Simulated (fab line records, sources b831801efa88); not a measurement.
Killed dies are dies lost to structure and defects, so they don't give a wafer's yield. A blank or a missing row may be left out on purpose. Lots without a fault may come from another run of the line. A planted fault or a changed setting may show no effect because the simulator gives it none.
Chamber matching | flow sky130 | SKY_VIA1_CMP_02 on cmp-01: 3 sister chambers
The step polishes SiO2. 6 wafers are shown with their chamber, then 6 later ones without.

WAFERS WITH THEIR CHAMBER
wafer  | chamber | motor_current_A (A)
L415.4 | 0       | 10.2
L417.3 | 2       | 13.4
L420.5 | 1       | 10.8
L420.6 | 0       | 10.0
L419.3 | 2       | 13.9
L419.5 | 1       | 11.1

WAFERS WITHOUT THEIR CHAMBER
wafer  | motor_current_A (A)
L419.6 | 9.9
L422.1 | 14.3
L422.5 | 11.4
L422.6 | 12.8
L424.1 | 11.2
L424.4 | 9.9

WHICH CHAMBER EACH WENT THROUGH
wafer  | from the rows above | in truth
L419.6 | 0                   | 0
L422.1 | 2                   | 2
L422.5 | 1                   | 1
L422.6 | 2                   | 2
L424.1 | 1                   | 1
L424.4 | 0                   | 0
Placed correctly: 6 of 6. Can't be placed from these rows: 0. Placed wrongly: 0.
How it was worked out, from the rows above alone: a wafer's distance from a chamber is the root of the sum, over the readings, of the square of ((its reading less the chamber's mean) divided by the reading's scatter). The wafer belongs to the nearest chamber; if the next one is less than 2 further off, it can't be placed. A chamber's mean is the mean of its shown wafers. The scatter: the root of (the sum of the squares of (reading less its chamber's mean) over the shown wafers, divided by (wafers less chambers)).
